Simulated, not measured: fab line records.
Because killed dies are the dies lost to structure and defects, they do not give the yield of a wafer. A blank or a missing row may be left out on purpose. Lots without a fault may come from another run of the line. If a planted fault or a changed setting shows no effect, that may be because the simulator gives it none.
Chamber matching | flow sky130 | SKY_CAP2M_CVD_00 on pecvd-04 has 3 sister chambers
The step deposits SiO2, target thk 15.5 nm. 16 wafers are shown with their chamber, then 8 later ones without.

== WAFERS PAIRED WITH THEIR CHAMBERS ==
wafer  | chamber | rf-fwd-power-W (W) | heater-power-w (W)
L075.1 | 0       | 445.5              | 738
L075.2 | 1       | 440.8              | 719
L075.3 | 2       | 440.0              | 547
L077.2 | 2       | 444.2              | 602
L077.4 | 0       | 445.3              | 739
L077.6 | 2       | 441.9              | 618
L083.1 | 2       | 440.1              | 600
L083.3 | 1       | 438.3              | 611
L083.4 | 1       | 437.6              | 636
L086.1 | 1       | 437.8              | 667
L086.2 | 2       | 442.0              | 561
L086.5 | 0       | 444.0              | 748
L091.2 | 1       | 437.2              | 710
L091.3 | 0       | 443.6              | 664
L091.6 | 1       | 438.6              | 714
L090.3 | 1       | 439.8              | 692

SIGNATURES (averages over the wafers above)
reading        | chamber 0 | chamber 1 | chamber 2 | scatter within a chamber
rf-fwd-power-W | 444.600   | 438.586   | 441.640   | 1.37
heater-power-w | 722.25    | 678.43    | 585.60    | 38
Rule: for each reading, subtract the chamber's mean from the wafer's reading, divide by that reading's scatter and square the result; add these up over the readings and take the root, which gives the wafer's distance from the chamber. The wafer belongs to the nearest chamber; if the next one is less than 2 further off, it can't be placed. The scatter: the root of (the sum of the squares of (reading less its chamber's mean) over the shown wafers, divided by (wafers less chambers)).

== WAFERS WITHOUT THEIR CHAMBER ==
wafer  | rf-fwd-power-W (W) | heater-power-w (W)
L090.5 | 440.5              | 715
L090.6 | 446.6              | 694
L092.1 | 441.4              | 598
L092.3 | 442.4              | 738
L092.4 | 438.9              | 728
L095.3 | 441.8              | 592
L095.4 | 439.7              | 600
L095.6 | 445.1              | 707

== WHICH CHAMBER EACH WENT THROUGH ==
wafer  | from the rows above          | in truth
L090.5 | can't be placed: 1 or 0 or 2 | 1
L090.6 | 0                            | 0
L092.1 | 2                            | 2
L092.3 | can't be placed: 0 or 1      | 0
L092.4 | 1                            | 1
L095.3 | 2                            | 2
L095.4 | can't be placed: 2 or 1      | 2
L095.6 | 0                            | 0
Correct placement for 5 of the 8. From these rows, 3 cannot be placed; in 3 the true chamber is one of the candidates. 0 placed wrongly.
